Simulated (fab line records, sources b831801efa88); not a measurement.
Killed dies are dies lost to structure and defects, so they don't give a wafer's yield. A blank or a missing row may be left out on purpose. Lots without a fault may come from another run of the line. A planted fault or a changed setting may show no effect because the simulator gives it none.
Which tool did it? | flow gf180mcu | 13 lots, 39 wafers sampled, at 6 steps of a route of 602

WHAT THE GAUGES READ, wafer by wafer
GF_HV_LDD_TW_MEAS_23.
lot  | measured     | on            | HV_LDD_2_TW
L465 | day 10 18:31 | film_metro-02 | 1052 1049 1054
L467 | day 11 12:31 | film_metro-04 | 1042 1037 1036
L468 | day 11 19:55 | film_metro-04 | 1050 1038 1044
L471 | day 12 14:04 | film_metro-02 | 1051 1057 1053
L472 | day 13 00:46 | film_metro-02 | 1057 1061 1060
L473 | day 13 05:07 | film_metro-02 | 1056 1060 1061
L474 | day 13 16:05 | film_metro-01 | 1067 1066 1059
L483 | day 16 16:35 | film_metro-04 | 1041 1049 1049
L484 | day 16 19:40 | film_metro-04 | 1048 1037 1048
L485 | day 17 05:43 | film_metro-02 | 1058 1057 1054
L486 | day 17 08:53 | film_metro-01 | 1066 1062 1061
L487 | day 17 16:41 | film_metro-04 | 1038 1039 1036
L488 | day 18 05:04 | film_metro-02 | 1062 1058 1063

GF_NSD_CD_MEAS_07: target cd 400 nm.
lot  | measured     | on        | cd_nm (nm)
L465 | day 13 05:53 | cd_sem-02 | 398.7 400.9 400.1
L467 | day 14 03:41 | cd_sem-01 | 401.4 398.5 400.9
L468 | day 14 10:52 | cd_sem-01 | 399.6 396.7 399.1
L471 | day 15 05:48 | cd_sem-02 | 399.8 397.5 394.6
L472 | day 15 17:56 | cd_sem-02 | 402.8 400.7 403.5
L473 | day 15 23:00 | cd_sem-01 | 400.7 401.0 399.7
L474 | day 16 11:28 | cd_sem-02 | 399.1 399.8 400.8
L483 | day 19 17:27 | cd_sem-02 | 397.8 396.4 397.8
L484 | day 19 22:39 | cd_sem-02 | 400.4 400.7 399.8
L485 | day 20 07:37 | cd_sem-01 | 400.5 401.1 401.3
L486 | day 20 12:17 | cd_sem-01 | 403.3 402.7 402.3
L487 | day 20 19:19 | cd_sem-01 | 399.4 398.5 397.9
L488 | day 21 09:09 | cd_sem-02 | 398.8 400.4 402.9

GF_PSD_CD_MEAS_07: target cd 400 nm.
lot  | measured     | on        | cd_nm (nm)
L465 | day 14 02:40 | cd_sem-02 | 397.9 397.6 396.7
L467 | day 15 01:01 | cd_sem-02 | 398.7 399.2 398.7
L468 | day 15 08:01 | cd_sem-01 | 401.3 397.9 398.7
L471 | day 16 03:58 | cd_sem-01 | 400.9 404.4 406.2
L472 | day 16 16:34 | cd_sem-01 | 401.1 401.5 401.5
L473 | day 16 21:43 | cd_sem-02 | 399.5 400.6 399.6
L474 | day 17 10:48 | cd_sem-01 | 399.8 399.9 400.9
L483 | day 20 17:57 | cd_sem-02 | 403.0 402.5 401.6
L484 | day 20 22:57 | cd_sem-02 | 402.1 399.8 400.0
L485 | day 21 07:45 | cd_sem-01 | 399.9 397.8 400.2
L486 | day 21 12:17 | cd_sem-01 | 398.6 399.6 398.9
L487 | day 21 19:18 | cd_sem-01 | 400.2 401.8 401.2
L488 | day 22 08:51 | cd_sem-01 | 398.7 402.3 401.2

GF_PSD_RS_MEAS_14: measures by four-point-probe.
lot  | measured     | on            | NSD_RS (ohm/sq)
L465 | day 14 03:17 | film_metro-01 | 46.20 46.35 46.30
L467 | day 15 01:38 | film_metro-04 | 46.15 46.24 46.19
L468 | day 15 08:37 | film_metro-01 | 46.34 46.36 46.34
L471 | day 16 04:34 | film_metro-03 | 46.15 46.16 46.14
L472 | day 16 17:11 | film_metro-01 | 46.38 46.47 46.43
L473 | day 16 22:19 | film_metro-01 | 42.88 42.84 42.81
L474 | day 17 11:25 | film_metro-03 | 42.83 42.75 42.76
L483 | day 20 18:33 | film_metro-01 | 46.32 46.33 46.33
L484 | day 20 23:34 | film_metro-01 | 46.26 46.39 46.20
L485 | day 21 08:21 | film_metro-03 | 46.30 46.38 46.33
L486 | day 21 12:53 | film_metro-01 | 46.26 46.27 46.34
L487 | day 21 19:54 | film_metro-01 | 46.30 46.37 46.21
L488 | day 22 09:28 | film_metro-03 | 46.26 46.18 46.19

GF_PSD_RS_MEAS_15: measures by four-point-probe.
lot  | measured     | on            | PSD_RS (ohm/sq)
L465 | day 14 03:24 | film_metro-01 | 108.78 109.23 109.22
L467 | day 15 01:45 | film_metro-04 | 108.84 109.04 108.79
L468 | day 15 08:44 | film_metro-01 | 108.89 109.17 108.87
L471 | day 16 04:41 | film_metro-03 | 108.88 108.84 108.88
L472 | day 16 17:18 | film_metro-01 | 109.29 109.19 109.37
L473 | day 16 22:26 | film_metro-01 | 98.95 98.74 98.94
L474 | day 17 11:32 | film_metro-03 | 99.04 99.27 98.86
L483 | day 20 18:40 | film_metro-01 | 108.97 109.36 108.88
L484 | day 20 23:41 | film_metro-01 | 108.96 108.99 108.71
L485 | day 21 08:28 | film_metro-03 | 108.88 108.89 108.94
L486 | day 21 13:01 | film_metro-01 | 109.01 109.25 108.84
L487 | day 21 20:01 | film_metro-01 | 109.07 109.06 109.03
L488 | day 22 09:35 | film_metro-03 | 108.84 109.13 109.01

WHICH TOOL RAN EACH LOT (tool, then ch and the chambers of the sampled wafers, then the start)
lot  | GF_PSD_RTA_13
L465 | rtp_anneal-01 ch 0, day 14 03:11
L467 | rtp_anneal-01 ch 0, day 15 01:32
L468 | rtp_anneal-02 ch 0, day 15 08:32
L471 | rtp_anneal-01 ch 0, day 16 04:29
L472 | rtp_anneal-01 ch 0, day 16 17:05
L473 | rtp_anneal-01 ch 0, day 16 22:14
L474 | rtp_anneal-01 ch 0, day 17 11:20
L483 | rtp_anneal-01 ch 0, day 20 18:28
L484 | rtp_anneal-01 ch 0, day 20 23:29
L485 | rtp_anneal-01 ch 0, day 21 08:16
L486 | rtp_anneal-02 ch 0, day 21 12:47
L487 | rtp_anneal-01 ch 0, day 21 19:49
L488 | rtp_anneal-01 ch 0, day 22 09:22
- GF_PSD_RTA_13: time 19.39 s.

WHAT THE TOOLS THEMSELVES READ (means of the sampled wafers that have a number; where no wafer has one, the mark that the record gives instead)
GF_PSD_RTA_13.
lot  | tool          | lamp_power_pct (%) | wafer_temp_C_max
L465 | rtp_anneal-01 | 35.3               | 1029.6
L467 | rtp_anneal-01 | 35.3               | 1030.0
L468 | rtp_anneal-02 | 36.1               | 1029.7
L471 | rtp_anneal-01 | 35.3               | 1028.8
L472 | rtp_anneal-01 | 35.3               | 1029.2
L473 | rtp_anneal-01 | 35.3               | 1029.1
L474 | rtp_anneal-01 | 35.3               | 1028.7
L483 | rtp_anneal-01 | 35.3               | 1030.0
L484 | rtp_anneal-01 | 35.3               | 1029.1
L485 | rtp_anneal-01 | 35.4               | 1029.7
L486 | rtp_anneal-02 | 36.1               | 1029.1
L487 | rtp_anneal-01 | 35.3               | 1030.6
L488 | rtp_anneal-01 | 35.3               | 1029.6

THE ANSWER, worked out from the rows above alone
Rule: what is usual is taken from the lots themselves. Put in order of their means at a reading, lots are off if they are a third of the lots or fewer, leave a main group of 4 or more, and stand apart from it by a gap of 3 or more times the standard deviation of the main group's means; of several such gaps the widest counts. A main group whose means are all the same, to the digits that the tables above print for the reading, isn't used. A lot without any number at a reading at which 4 lots or more have one is off too. The other lots that the step has rows for count as sound. The gauges are gone through in route order, then the tools' own readings, and for those a lot's mean is taken as printed above. The first step at which some lot is off is used, and at that step the reading that is off furthest; a lot without a number counts as furthest.
Off: L473, L474, at GF_PSD_RS_MEAS_14 (NSD_RS). The main group: mean 46.29 ohm/sq, standard deviation 0.074.
A tool fits if, at a process step before that reading, it ran every lot that is off, and no sound lot after the first of them. The gauges at GF_PSD_RS_MEAS_14 are tried like those tools. None of those tried fits.

WHAT THE SIMULATOR HAD PUT IN
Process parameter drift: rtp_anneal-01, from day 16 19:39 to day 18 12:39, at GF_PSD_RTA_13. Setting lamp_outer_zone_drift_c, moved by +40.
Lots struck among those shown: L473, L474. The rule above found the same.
